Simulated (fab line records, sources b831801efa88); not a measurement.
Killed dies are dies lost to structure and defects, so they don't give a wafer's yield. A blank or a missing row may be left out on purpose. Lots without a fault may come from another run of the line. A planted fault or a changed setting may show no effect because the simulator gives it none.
fab line records | flow sky130
record lots=24 wafers=72 last_day=50
route steps=708 shown METAL2@488 VIA2@521 VIA3@585 METAL4@635
lots that met no fault: from a run of the same line without faults
start_h: hours from the record's first day to the start of the lot's first wafer shown | wait_h: hours since the lot's step before | " the same as in the row above | L1.1+2: a row that stands for several wafers | - no value, or no start given | * or withheld: withheld | < > ~ a bound
route shown NAME@n: a module of which the file shows steps, and the number in the route of the first | usual: mean/standard deviation of fault-free wafers | same: alike in all rows | chamber/n: place in a boat | sites: the reading at each site | _std_site: their standard deviation | _edge_site: outer sites' mean less inner sites' | radius_mm: how far each site lies from the wafer's centre | mask NAME#n: copy n | behind: the tool/chamber that last shaped the wafer | hold: why the lot was held/for how many hours/how that ended | device: the transistor (n, p or np) that didn't switch | end of line: the same wafers' tests at the end of the route | a step without rows: its recipe alone | killed: dies lost to structure and defects at the first sort, not the wafer's yield | map: a wafer's dies, x killed, . not, _ none there
set.NAME: the setting as run; set.NAME@STEP: as run at that earlier step | model.NAME: the simulator's own value behind a step, which no gauge read
steps of the route over a sample of lots; a table a step, a row a wafer
services: from which hour (start_h, from the record's first day; less than 0 if before it) a tool's chamber was out of use, for how many hours, and why
## steps
# step SKY_METAL2_RS_MEAS_05
# recipe thk_meas_gauge=four-point-probe reads=TiN_of_METAL2_SPUTTER_04+Ti_of_METAL2_SPUTTER_03+AlCu_of_METAL2_SPUTTER_02+TiN_of_METAL2_SPUTTER_01+Ti_of_METAL2_SPUTTER_00
# usual METAL2_ALCU_RS=0.1271/0.0014
# columns lot.wafer tool chamber start_h wait_h METAL2_ALCU_RS[ohm/sq]
L074.2 film_metro-04 - 791.26 0.0 0.1294
L074.4 " - " " 0.1295
L074.6 " - " " 0.1305
L075.1 film_metro-01 - 800.98 0.0 0.1278
L075.2 " - " " 0.1280
L075.5 " - " " 0.1282
L076.3 film_metro-01 - 809.96 0.1 0.1294
L076.4 " - " " 0.1288
L076.6 " - " " 0.1302
L077.2 film_metro-03 - 824.19 0.0 0.1288
L077.3 " - " " 0.1288
L077.6 " - " " 0.1294
L078.1 film_metro-04 - 825.12 0.0 0.1280
L078.5 " - " " 0.1287
L078.6 " - " " 0.1271
L079.1 film_metro-03 - 834.74 0.0 0.1272
L079.2 " - " " 0.1274
L079.3 " - " " 0.1276
L080.3 film_metro-01 - 848.24 0.1 0.1268
L080.4 " - " " 0.1270
L080.5 " - " " 0.1266
L081.3 film_metro-01 - 853.01 0.1 0.1276
L081.5 " - " " 0.1283
L081.6 " - " " 0.1271
L082.1 film_metro-04 - 873.90 0.0 0.1263
L082.4 " - " " 0.1247
L082.5 " - " " 0.1254
L084.1 film_metro-03 - 896.70 0.0 0.1265
L084.2 " - " " 0.1268
L084.5 " - " " 0.1268
L083.1 film_metro-01 - 897.65 0.0 0.1255
L083.4 " - " " 0.1257
L083.5 " - " " 0.1254
L085.1 film_metro-01 - 900.53 0.0 0.1259
L085.4 " - " " 0.1271
L085.5 " - " " 0.1267
L087.1 film_metro-03 - 900.76 0.0 0.1286
L087.3 " - " " 0.1263
L087.4 " - " " 0.1275
L086.2 film_metro-04 - 903.29 0.0 0.1299
L086.5 " - " " 0.1286
L086.6 " - " " 0.1277
L088.3 film_metro-03 - 905.18 0.1 0.1260
L088.4 " - " " 0.1259
L088.5 " - " " 0.1261
L089.4 film_metro-03 - 911.56 0.1 0.1259
L089.5 " - " " 0.1262
L089.6 " - " " 0.1264
L090.1 film_metro-03 - 918.40 0.0 0.1242
L090.3 " - " " 0.1249
L090.4 " - " " 0.1247
L092.2 film_metro-04 - 927.50 0.0 0.1254
L092.3 " - " " 0.1263
L092.5 " - " " 0.1251
L091.1 film_metro-03 - 929.44 0.0 0.1262
L091.5 " - " " 0.1272
L091.6 " - " " 0.1251
L093.1 film_metro-01 - 935.42 0.0 0.1267
L093.2 " - " " 0.1285
L093.4 " - " " 0.1275
L094.2 film_metro-03 - 940.61 0.0 0.1263
L094.4 " - " " 0.1275
L094.6 " - " " 0.1270
L095.3 film_metro-04 - 951.58 0.1 0.1247
L095.4 " - " " 0.1268
L095.5 " - " " 0.1258
L096.2 film_metro-04 - 958.02 0.0 0.1263
L096.4 " - " " 0.1271
L096.5 " - " " 0.1279
L097.1 film_metro-03 - 977.71 0.0 0.1270
L097.3 " - " " 0.1265
L097.4 " - " " 0.1269
# step SKY_VIA2_ETCH_14
# recipe chemistry=N2/H2 target=BARC ion_energy_ev=200 source_w=500 bias_w=100 pressure_mtorr=30 n2_flow_sccm=100 h2_flow_sccm=200 stop_on=SiO2 time_s=45.9 target_depth_a=600
# usual drypump_motor_current_A=5.81/0.25 oes_product_au=0.854/0.0046 throttle_valve_pct=13.224/0.0092
# columns lot.wafer tool chamber start_h wait_h drypump_motor_current_A oes_product_au rf_hours_counter_h throttle_valve_pct
L074.2 rie_diel-03 3 845.41 0.0 6.35 0.853 15 13.225
L074.4 " 2 " " 5.66 0.845 15 13.217
L074.6 " 3 " " 6.36 0.853 - 13.235
L075.1 rie_diel-04 2 855.21 0.0 5.80 0.850 12 13.217
L075.2 " 0 " " 5.67 0.847 8 13.219
L075.5 " 0 " " 5.67 0.845 - 13.227
L076.3 rie_diel-04 1 863.33 0.0 5.52 0.858 15 13.232
L076.4 " 2 " " 5.82 0.860 13 13.209
L076.6 " 3 " " 5.98 0.854 - 13.217
L077.2 rie_diel-01 1 878.72 0.0 5.45 0.854 8 13.221
L077.3 " 0 " " 6.12 0.852 26 13.221
L077.6 " 3 " " 6.00 0.847 - 13.227
L078.1 rie_diel-04 2 878.81 0.0 5.82 0.857 13 13.207
L078.5 " 0 " " 5.68 0.859 - 13.223
L078.6 " 3 " " 5.98 0.854 - 13.220
L079.1 rie_diel-03 2 887.96 0.0 5.63 0.851 16 13.225
L079.2 " 0 " " 5.93 0.851 15 13.227
L079.3 " 3 " " 6.36 0.849 16 13.230
L080.3 rie_diel-04 3 901.87 0.0 6.01 0.854 14 13.221
L080.4 " 1 " " 5.53 0.858 16 13.230
L080.5 " 1 " " 5.54 0.862 - 13.234
L081.3 rie_diel-01 0 906.26 0.0 6.13 0.855 27 13.230
L081.5 " 0 " " 6.12 0.851 - 13.224
L081.6 " 3 " " 6.01 0.858 - 13.246
L082.1 rie_diel-04 1 925.37 0.0 5.52 0.851 17 13.236
L082.4 " 3 " " 5.99 0.857 15 13.230
L082.5 " 2 " " 5.85 0.857 - 13.238
L084.1 rie_diel-03 3 948.62 0.0 6.37 0.851 18 13.239
L084.2 " 1 " " 5.43 0.854 14 13.241
L084.5 " 0 " " 5.91 0.860 - 13.227
L083.1 rie_diel-04 1 949.41 0.0 5.50 0.855 17 13.219
L083.4 " 1 " " 5.51 0.854 - 13.238
L083.5 " 0 " " 5.67 0.863 - 13.230
L085.1 rie_diel-03 2 952.12 0.0 5.69 0.855 18 13.226
L085.4 " 0 " " 5.91 0.853 18 13.246
L085.5 " 1 " " 5.44 0.858 - 13.207
L087.1 rie_diel-01 2 952.38 0.0 5.66 0.846 23 13.210
L087.3 " 0 " " 6.12 0.850 28 13.227
L087.4 " 3 " " 6.01 0.850 9 13.221
L086.2 rie_diel-01 2 955.06 0.0 5.68 0.849 23 13.208
L086.5 " 3 " " 6.03 0.851 - 13.223
L086.6 " 2 " " 5.67 0.844 - 13.237
L088.3 rie_diel-01 2 956.07 0.0 5.66 0.856 23 13.223
L088.4 " 1 " " 5.43 0.849 11 13.216
L088.5 " 3 " " 6.04 0.856 - 13.213
L089.4 rie_diel-03 2 961.83 0.0 5.65 0.857 19 13.208
L089.5 " 2 " " 5.66 0.860 - 13.221
L089.6 " 3 " " 6.38 0.866 - 13.246
L090.1 rie_diel-04 2 968.93 0.0 5.84 0.855 16 13.224
L090.3 " 3 " " 5.99 0.849 16 13.235
L090.4 " 3 " " 5.99 0.858 - 13.234
L092.2 rie_diel-04 1 977.86 0.0 5.52 0.861 18 13.227
L092.3 " 2 " " 5.81 0.850 16 13.213
L092.5 " 3 " " 5.98 0.859 - 13.220
L091.1 rie_diel-04 3 980.06 0.0 5.99 0.860 16 13.237
L091.5 " 1 " " 5.52 0.859 - 13.235
L091.6 " 2 " " 5.87 0.851 - 13.224
L093.1 rie_diel-01 0 986.13 0.0 6.11 0.861 29 13.216
L093.2 " 3 " " 6.03 0.864 11 13.207
L093.4 " 2 " " 5.67 0.855 24 13.214
L094.2 rie_diel-04 1 990.01 0.0 5.55 0.858 18 13.220
L094.4 " 3 " " 5.96 0.854 17 13.227
L094.6 " 3 " " 5.98 0.852 - 13.243
L095.3 rie_diel-01 3 999.92 0.0 6.02 0.852 11 13.231
L095.4 " 0 " " 6.15 0.861 29 13.231
L095.5 " 0 " " 6.13 0.852 - 13.210
L096.2 rie_diel-04 1 1006.91 0.0 5.53 0.850 19 13.211
L096.4 " 2 " " 5.79 0.856 17 13.217
L096.5 " 3 " " 5.96 0.853 - 13.222
L097.1 rie_diel-01 2 1026.68 0.0 5.69 0.855 25 13.226
L097.3 " 1 " " 5.43 0.847 12 13.222
L097.4 " 3 " " 6.03 0.859 12 13.235
# step SKY_VIA3_CD_MEAS_12
# recipe target_cd_nm=200
# usual cd_nm=200.1/1.7
# columns lot.wafer tool chamber start_h wait_h cd_nm
L074.2 cd_sem-01 - 926.31 - 198.2
L074.4 " - " " 197.6
L074.6 " - " " 198.6
L075.1 cd_sem-01 - 935.21 - 199.1
L075.2 " - " " 198.3
L075.5 " - " " 197.2
L076.3 cd_sem-02 - 942.00 - 201.0
L076.4 " - " " 202.5
L076.6 " - " " 203.1
L077.2 cd_sem-02 - 957.09 - 200.1
L077.3 " - " " 200.9
L077.6 " - " " 199.3
L078.1 cd_sem-01 - 957.42 - 199.6
L078.5 " - " " 200.5
L078.6 " - " " 198.8
L079.1 cd_sem-01 - 966.46 - 200.1
L079.2 " - " " 199.6
L079.3 " - " " 199.8
L080.3 cd_sem-01 - 979.68 - 201.1
L080.4 " - " " 200.6
L080.5 " - " " 201.2
L081.3 cd_sem-01 - 984.70 - 201.5
L081.5 " - " " 202.5
L081.6 " - " " 200.7
L082.1 cd_sem-01 - 1000.39 - 198.6
L082.4 " - " " 199.3
L082.5 " - " " 199.8
L084.1 cd_sem-02 - 1023.19 - 199.0
L084.2 " - " " 199.0
L084.5 " - " " 198.6
L083.1 cd_sem-01 - 1023.67 - 202.4
L083.4 " - " " 204.6
L083.5 " - " " 202.0
L085.1 cd_sem-01 - 1026.84 - 198.2
L085.4 " - " " 198.2
L085.5 " - " " 197.2
L087.1 cd_sem-02 - 1027.11 - 197.8
L087.3 " - " " 198.3
L087.4 " - " " 200.2
L086.2 cd_sem-02 - 1029.68 - 202.4
L086.5 " - " " 201.0
L086.6 " - " " 199.6
L088.3 cd_sem-02 - 1030.98 - 198.5
L088.4 " - " " 198.5
L088.5 " - " " 199.1
L089.4 cd_sem-02 - 1037.73 - 200.1
L089.5 " - " " 199.5
L089.6 " - " " 200.0
L090.1 cd_sem-02 - 1042.82 - 201.5
L090.3 " - " " 201.5
L090.4 " - " " 202.5
L092.2 cd_sem-01 - 1050.24 - 199.5
L092.3 " - " " 198.0
L092.5 " - " " 199.8
L091.1 cd_sem-02 - 1054.02 - 199.0
L091.5 " - " " 200.1
L091.6 " - " " 200.3
L093.1 cd_sem-01 - 1058.32 - 200.6
L093.2 " - " " 200.8
L093.4 " - " " 200.9
L094.2 cd_sem-01 - 1062.39 - 202.6
L094.4 " - " " 203.5
L094.6 " - " " 202.0
L095.3 cd_sem-01 - 1070.37 - 197.7
L095.4 " - " " 197.9
L095.5 " - " " 197.2
L096.2 cd_sem-01 - 1078.11 - 199.4
L096.4 " - " " 201.5
L096.5 " - " " 199.7
L097.1 cd_sem-01 - 1094.24 - 201.2
L097.3 " - " " 202.3
L097.4 " - " " 202.2
# step SKY_VIA3_CVD_21
# recipe material=W target_thk_nm=390 time_s=117.31 temp_c=400 pressure_torr=40
# usual heater_power_w=938/49
# columns lot.wafer tool chamber start_h wait_h heater_power_w since_wet_clean_h
L074.2 cvd_w-02 1 927.29 0.0 954 9
L074.4 " 0 " " 963 -
L074.6 " 0 " " 967 -
L075.1 cvd_w-02 0 936.12 0.0 993 18
L075.2 " 1 " " 971 18
L075.5 " 1 " " 951 -
L076.3 cvd_w-01 1 942.95 0.1 968 -
L076.4 " 0 " " 881 -
L076.6 " 0 " " 869 -
L077.2 cvd_w-01 1 958.06 0.0 973 554
L077.3 " 0 " " 852 -
L077.6 " 1 " " 958 -
L078.1 cvd_w-01 1 958.38 0.0 974 554
L078.5 " 0 " " 866 -
L078.6 " 1 " " 964 -
L079.1 cvd_w-02 1 967.41 0.0 967 49
L079.2 " 0 " " 1002 49
L079.3 " 0 " " 993 -
L080.3 cvd_w-02 1 980.59 0.1 942 -
L080.4 " 0 " " 978 -
L080.5 " 1 " " 943 -
L081.3 cvd_w-02 0 985.62 0.1 1022 -
L081.5 " 0 " " 987 -
L081.6 " 1 " " 968 -
L082.1 cvd_w-01 0 1001.34 0.0 868 597
L082.4 " 0 " " 839 -
L082.5 " 0 " " 865 -
L084.1 cvd_w-02 0 1024.14 0.0 956 106
L084.2 " 1 " " 969 106
L084.5 " 0 " " 1000 -
L083.1 cvd_w-01 0 1024.59 0.0 871 621
L083.4 " 0 " " 863 -
L083.5 " 0 " " 851 -
L085.1 cvd_w-01 0 1027.79 0.0 873 624
L085.4 " 1 " " 964 -
L085.5 " 1 " " 999 -
L087.1 cvd_w-02 1 1028.03 0.0 934 110
L087.3 " 0 " " 1003 -
L087.4 " 1 " " 957 -
L086.2 cvd_w-02 0 1030.57 0.0 1000 113
L086.5 " 1 " " 985 -
L086.6 " 0 " " 979 -
L088.3 cvd_w-01 0 1031.89 0.1 881 -
L088.4 " 1 " " 990 -
L088.5 " 1 " " 956 -
L089.4 cvd_w-01 0 1038.62 0.1 860 -
L089.5 " 1 " " 959 -
L089.6 " 0 " " 873 -
L090.1 cvd_w-01 0 1043.73 0.0 887 640
L090.3 " 1 " " 966 -
L090.4 " 0 " " 879 -
L092.2 cvd_w-01 1 1051.13 0.0 973 647
L092.3 " 1 " " 943 -
L092.5 " 0 " " 867 -
L091.1 cvd_w-01 1 1054.94 0.0 964 651
L091.5 " 1 " " 970 -
L091.6 " 0 " " 876 -
L093.1 cvd_w-01 1 1059.24 0.0 969 655
L093.2 " 0 " " 879 655
L093.4 " 1 " " 955 -
L094.2 cvd_w-01 1 1063.28 0.0 973 659
L094.4 " 1 " " 979 -
L094.6 " 1 " " 958 -
L095.3 cvd_w-01 1 1071.28 0.1 952 -
L095.4 " 0 " " 853 -
L095.5 " 0 " " 859 -
L096.2 cvd_w-02 1 1079.00 0.0 961 161
L096.4 " 1 " " 960 -
L096.5 " 0 " " 1000 -
L097.1 cvd_w-01 1 1095.15 0.0 970 691
L097.3 " 0 " " 882 -
L097.4 " 1 " " 974 -
# step SKY_VIA3_CMP_24
# recipe stop_on=SiO2 t_overpolish_s=20 down_force_psi=3.5 platen_rpm=60 target_thk_nm=0 pad_velocity_m_s=0.94248
# usual motor_current_A=11.1/0.97 overpolish_run_s=20.001/0.0092 time_to_endpoint_s=96/4.2
# columns lot.wafer tool chamber start_h wait_h motor_current_A overpolish_run_s time_to_endpoint_s
L074.2 cmp-02 0 927.59 0.0 13.0 20.020 89
L074.4 " 2 " " 10.3 19.997 94
L074.6 " 1 " " 9.7 19.995 95
L075.1 cmp-01 0 936.47 0.1 10.8 20.000 100
L075.2 " 1 " " 11.7 19.986 95
L075.5 " 0 " " 10.4 20.001 95
L076.3 cmp-02 1 943.31 0.1 9.6 20.012 95
L076.4 " 2 " " 10.6 20.009 94
L076.6 " 0 " " 11.4 19.991 88
L077.2 cmp-01 3 958.86 0.5 10.9 20.005 95
L077.3 " 0 " " 10.4 20.001 99
L077.6 " 2 " " 10.8 20.003 87
L078.1 cmp-01 2 959.46 0.8 10.7 19.996 93
L078.6 " 0 " " 10.4 19.990 98
L078.5 " 1 " " 11.8 19.989 100
L079.3 cmp-02 0 967.76 0.1 13.2 20.001 90
L079.1 " 1 " " 10.0 20.005 92
L079.2 " 2 " " 9.5 20.009 94
L080.3 cmp-01 0 980.85 0.0 10.5 19.994 97
L080.4 " 1 " " 11.1 19.992 98
L080.5 " 0 " " 10.2 20.003 100
L081.3 cmp-02 1 985.95 0.1 9.3 20.010 99
L081.5 " 0 " " 12.6 20.009 93
L081.6 " 1 " " 9.2 19.991 100
L082.4 cmp-02 1 1001.69 0.1 8.8 20.005 110
L082.1 " 3 " " 11.9 20.007 104
L082.5 " 1 " " 9.7 20.004 104
L084.1 cmp-01 0 1024.54 0.1 11.1 19.997 103
L084.2 " 1 " " 11.9 19.990 98
L084.5 " 3 " " 10.7 20.007 99
L083.1 cmp-02 1 1024.89 0.1 9.4 20.009 102
L083.4 " 0 " " 12.5 19.997 96
L083.5 " 1 " " 9.3 20.003 101
L085.1 cmp-01 1 1028.14 0.1 11.8 20.002 97
L085.4 " 3 " " 11.0 20.018 98
L085.5 " 0 " " 11.0 19.994 100
L087.1 cmp-02 3 1028.33 0.1 11.7 20.015 99
L087.4 " 0 " " 12.1 19.992 93
L087.3 " 1 " " 8.8 19.994 101
L086.2 cmp-02 2 1030.87 0.0 10.2 19.997 99
L086.5 " 2 " " 10.2 20.004 97
L086.6 " 3 " " 11.7 20.005 100
L088.3 cmp-01 1 1032.26 0.1 12.0 19.995 96
L088.4 " 2 " " 10.9 20.002 89
L088.5 " 0 " " 11.4 19.995 94
L089.4 cmp-01 3 1038.88 0.0 10.7 19.999 93
L089.6 " 3 " " 10.8 20.014 93
L089.5 " 0 " " 11.0 19.995 94
L090.3 cmp-02 3 1044.08 0.1 12.3 20.016 107
L090.1 " 0 " " 12.4 20.003 101
L090.4 " 1 " " 9.5 19.992 108
L092.3 cmp-02 3 1051.43 0.0 12.0 19.994 104
L092.2 " 0 " " 12.9 20.006 95
L092.5 " 3 " " 11.9 19.997 98
L091.1 cmp-02 0 1055.29 0.1 11.9 19.984 93
L091.6 " 3 " " 12.1 19.995 99
L091.5 " 0 " " 11.9 20.011 89
L093.1 cmp-01 1 1059.54 0.1 11.4 20.005 96
L093.4 " 3 " " 10.2 20.015 97
L093.2 " 0 " " 10.9 19.999 97
L094.2 cmp-01 0 1063.63 0.1 10.4 20.004 100
L094.4 " 1 " " 11.0 20.002 98
L094.6 " 3 " " 10.4 20.010 97
L095.3 cmp-01 2 1071.59 0.1 11.0 20.011 91
L095.4 " 0 " " 10.5 20.010 99
L095.5 " 1 " " 10.8 19.999 95
L096.4 cmp-01 1 1079.30 0.0 11.4 20.015 93
L096.2 " 3 " " 10.4 20.017 92
L096.5 " 1 " " 11.4 19.998 91
L097.1 cmp-01 1 1095.45 0.1 10.6 20.006 97
L097.3 " 2 " " 11.4 19.996 92
L097.4 " 0 " " 10.6 19.993 99
# step SKY_METAL4_STRIP_19
# recipe chemistry=O2/N2 power_w=1400 pressure_mtorr=1500 platen_temp_c=withheld o2_flow_sccm=3000 n2_flow_sccm=300 overash_fraction=0.5
# usual drypump_motor_current_A=5.8/0.41 oes_product_au=0.499/0.0057 strip_time_to_endpoint_s=6.46/0.086
# columns lot.wafer tool chamber start_h wait_h drypump_motor_current_A oes_product_au rf_hours_counter_h strip_time_to_endpoint_s
L074.2 plasma_asher-02 1 977.84 0.1 6.2 0.505 113 6.56
L074.4 " 1 " " 6.2 0.510 - 6.62
L074.6 " 0 " " 5.6 0.498 - 6.50
L075.1 plasma_asher-02 0 985.49 0.1 5.5 0.498 114 6.52
L075.2 " 1 " " 6.2 0.498 114 6.40
L075.5 " 1 " " 6.2 0.496 - 6.39
L076.3 plasma_asher-01 0 992.70 0.1 6.2 0.501 - 6.50
L076.4 " 1 " " 5.1 0.499 - 6.63
L076.6 " 0 " " 6.1 0.504 - 6.51
L077.2 plasma_asher-01 1 1007.80 0.2 5.1 0.506 93 6.59
L077.3 " 0 " " 6.2 0.499 - 6.52
L077.6 " 0 " " 6.2 0.498 - 6.51
L078.1 plasma_asher-03 1 1008.74 0.1 6.2 0.507 24 6.50
L078.5 " 0 " " 5.4 0.501 - 6.48
L078.6 " 1 " " 6.1 0.495 - 6.36
L079.1 plasma_asher-02 1 1016.84 0.1 6.2 0.500 117 6.40
L079.2 " 0 " " 5.5 0.508 117 6.51
L079.3 " 1 " " 6.2 0.499 - 6.51
L080.3 plasma_asher-03 1 1029.08 0.1 6.2 0.501 - 6.46
L080.4 " 0 " " 5.4 0.496 - 6.35
L080.5 " 1 " " 6.1 0.509 - 6.42
L081.3 plasma_asher-03 1 1034.37 0.1 6.1 0.504 - 6.59
L081.5 " 0 " " 5.4 0.504 - 6.46
L081.6 " 1 " " 6.2 0.502 - 6.48
L082.1 plasma_asher-02 0 1048.74 0.1 5.6 0.499 120 6.42
L082.4 " 0 " " 5.5 0.504 - 6.55
L082.5 " 1 " " 6.2 0.505 - 6.58
L084.1 plasma_asher-02 1 1069.69 0.1 6.2 0.492 0 6.36
L084.2 " 0 " " 5.5 0.494 0 6.41
L084.5 " 1 " " 6.2 0.493 - 6.42
L083.1 plasma_asher-02 0 1070.69 0.1 5.5 0.504 0 6.42
L083.4 " 0 " " 5.6 0.494 - 6.37
L083.5 " 0 " " 5.6 0.502 - 6.48
L085.1 plasma_asher-03 0 1073.57 0.3 5.4 0.508 30 6.45
L085.4 " 1 " " 6.1 0.498 - 6.42
L085.5 " 1 " " 6.1 0.502 - 6.41
L087.1 plasma_asher-01 1 1073.74 0.1 5.1 0.497 100 6.35
L087.3 " 1 " " 5.1 0.498 - 6.44
L087.4 " 0 " " 6.2 0.482 - 6.32
L086.2 plasma_asher-01 1 1075.82 0.2 5.1 0.490 100 6.36
L086.5 " 1 " " 5.1 0.494 - 6.39
L086.6 " 0 " " 6.2 0.499 - 6.38
L088.3 plasma_asher-02 0 1077.93 0.1 5.6 0.495 - 6.42
L088.4 " 1 " " 6.2 0.504 - 6.50
L088.5 " 0 " " 5.5 0.493 - 6.38
L089.4 plasma_asher-02 1 1082.90 0.2 6.2 0.501 - 6.49
L089.5 " 1 " " 6.2 0.504 - 6.50
L089.6 " 0 " " 5.5 0.496 - 6.46
L090.1 plasma_asher-01 0 1088.62 0.1 6.1 0.502 101 6.43
L090.3 " 0 " " 6.2 0.503 - 6.48
L090.4 " 1 " " 5.1 0.509 - 6.62
L092.2 plasma_asher-02 0 1096.36 0.1 5.6 0.501 3 6.45
L092.3 " 0 " " 5.5 0.498 - 6.37
L092.5 " 0 " " 5.6 0.494 - 6.44
L091.1 plasma_asher-01 1 1100.04 0.4 5.1 0.494 102 6.44
L091.5 " 1 " " 5.1 0.493 - 6.43
L091.6 " 0 " " 6.1 0.508 - 6.44
L093.1 plasma_asher-03 0 1103.24 0.1 5.4 0.497 33 6.43
L093.2 " 1 " " 6.1 0.504 33 6.55
L093.4 " 0 " " 5.4 0.493 - 6.44
L094.2 plasma_asher-02 0 1106.54 0.1 5.6 0.497 4 6.55
L094.4 " 0 " " 5.6 0.514 - 6.55
L094.6 " 0 " " 5.6 0.498 - 6.44
L095.3 plasma_asher-03 0 1113.25 0.1 5.4 0.502 - 6.48
L095.4 " 1 " " 6.1 0.510 - 6.61
L095.5 " 0 " " 5.4 0.508 - 6.62
L096.2 plasma_asher-03 1 1121.59 0.1 6.1 0.495 35 6.30
L096.4 " 0 " " 5.4 0.496 - 6.43
L096.5 " 0 " " 5.4 0.492 - 6.39
L097.1 plasma_asher-03 1 1135.90 0.1 6.2 0.501 36 6.62
L097.3 " 1 " " 6.1 0.496 - 6.46
L097.4 " 0 " " 5.4 0.509 - 6.69
## services
# columns tool chamber start_h hours kind
cmp-02 - 868.03 1.3 repair
plasma_asher-02 - 868.54 19.5 repair
cmp-01 - 869.91 0.9 repair
rie_diel-04 0 892.00 4.3 repair
cvd_w-01 - 896.78 6.9 pm
cvd_w-02 - 904.00 14.0 pm
cmp-02 - 912.00 4.0 pm
cmp-02 - 919.46 5.2 repair
rie_diel-04 3 941.83 12.8 repair
rie_diel-04 1 968.16 2.2 repair
cmp-01 - 981.87 5.2 pm
rie_diel-04 3 992.15 5.2 repair
cmp-02 - 1012.63 4.0 repair
cmp-01 - 1015.11 1.5 repair
cmp-01 - 1030.60 0.5 repair
cmp-01 - 1046.85 1.7 repair
cvd_w-02 - 1052.59 6.0 pm
plasma_asher-02 - 1055.25 9.0 pm
cvd_w-02 - 1079.42 28.1 pm
cmp-01 - 1084.04 4.0 pm
cmp-02 - 1084.58 1.6 repair
plasma_asher-02 - 1108.61 1.0 repair
rie_diel-04 1 1113.25 10.0 repair
rie_diel-04 2 1128.29 3.6 repair
## key
fault none
